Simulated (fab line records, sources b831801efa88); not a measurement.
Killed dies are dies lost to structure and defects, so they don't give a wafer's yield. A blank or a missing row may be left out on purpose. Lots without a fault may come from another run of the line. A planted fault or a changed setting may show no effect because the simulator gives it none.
One fault seen from 2 desks | flow sky130 | each desk has only its own numbers; what lay behind them comes last

THE TOOL OWNER'S DESK: lpcvd-02
The tool's own readings at SKY_SPACER_CVD_00 (deposits Si3N4 from DCS/NH3, target thk 43.1 nm, time 740 s): means of the sampled wafers that have a number, for each lot that ran on this tool. A lot is out of limits, marked OUT, if its mean lies more than 4 standard deviations from the usual mean; the brackets give that distance.
Columns: A = spike_tc_centre_C at SKY_SPACER_CVD_00, usual 771.0 C; B = spike_tc_upper_C at SKY_SPACER_CVD_00, usual 771.2 C; C = zone_power_centre_pct at SKY_SPACER_CVD_00, usual 14.39 %; D = zone_power_upper_pct at SKY_SPACER_CVD_00, usual 11.5 %
lot  | first seen here | A               | B     | C               | D
L610 | day 23 07:41    | 771.0           | 770.6 | 14.19           | 11.9
L611 | day 23 10:15    | 771.3           | 771.7 | 14.26           | 11.9
L612 | day 23 21:25    | 772.1           | 772.3 | 14.27           | 12.0
L613 | day 23 22:37    | 771.5           | 770.2 | 14.55           | 11.2
L617 | day 25 08:36    | 770.9           | 772.4 | 14.33           | 11.9
L619 | day 26 03:55    | 771.0           | 770.4 | 14.50           | 11.1
L623 | day 27 17:20    | 770.5           | 770.6 | 14.49           | 11.1
L622 | day 27 20:20    | 770.3           | 770.6 | 14.50           | 11.1
L627 | day 29 04:22    | 784.0 (+15) OUT | 769.0 | 18.12 (+21) OUT | 9.7 (-4.8) OUT
L629 | day 29 08:39    | 783.7 (+14) OUT | 769.1 | 18.18 (+21) OUT | 9.6 (-5.0) OUT
This desk's finding: out of limits on L627, L629; first on L627, day 29 04:22 (spike_tc_centre_C at SKY_SPACER_CVD_00). In limits: L610, L611, L612, L613, L617, L619, L623, L622.

THE METROLOGY DESK
What the gauges read, lot by lot, whatever tool the lot ran on: means of the sampled wafers that have a number. A lot is out of limits, marked OUT, if its mean lies more than 4 standard deviations from the usual mean; the brackets give that distance.
Columns: A = SPACER_CVD_00_THK at SKY_SPACER_THK_MEAS_01, usual 43.1 nm; B = METAL2_OVL at SKY_METAL2_OVL_MEAS_16, usual 0 nm
lot  | first seen here | A               | B
L610 | day 23 08:55    | 43.0            | -2
L611 | day 23 11:28    | 42.5            | -3
L612 | day 23 22:37    | 43.1            | 0
L613 | day 23 23:50    | 43.4            | -1
L617 | day 25 10:25    | 43.1            | -2
L619 | day 26 05:09    | 43.1            | 6
L623 | day 27 18:32    | 43.7            | -5
L622 | day 27 22:11    | 43.2            | -1
L627 | day 29 07:05    | 45.2 (+4.8) OUT | -4
L629 | day 29 10:28    | 47.1 (+9.0) OUT | 6
This desk's finding: out of limits on L627, L629; first on L627, day 29 07:05 (SPACER_CVD_00_THK at SKY_SPACER_THK_MEAS_01). In limits: L610, L611, L612, L613, L617, L619, L623, L622.

PUT TOGETHER
The tool owner's desk could have raised an alarm at day 29 04:22, on L627, L629.
The metrology desk could have raised an alarm at day 29 07:05, on L627, L629.
Of the lots named, all ran SKY_SPACER_CVD_00 on lpcvd-02.

WHAT THE SIMULATOR HAD PUT IN
Process parameter drift: lpcvd-02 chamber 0, from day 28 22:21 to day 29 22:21, at SKY_SPACER_CVD_00. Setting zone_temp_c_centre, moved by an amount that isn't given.
Lots struck among those shown: L627, L629.
Hours from the fault's start to each desk's first reading out of limits: the tool owner's desk, 6; the metrology desk, 9.
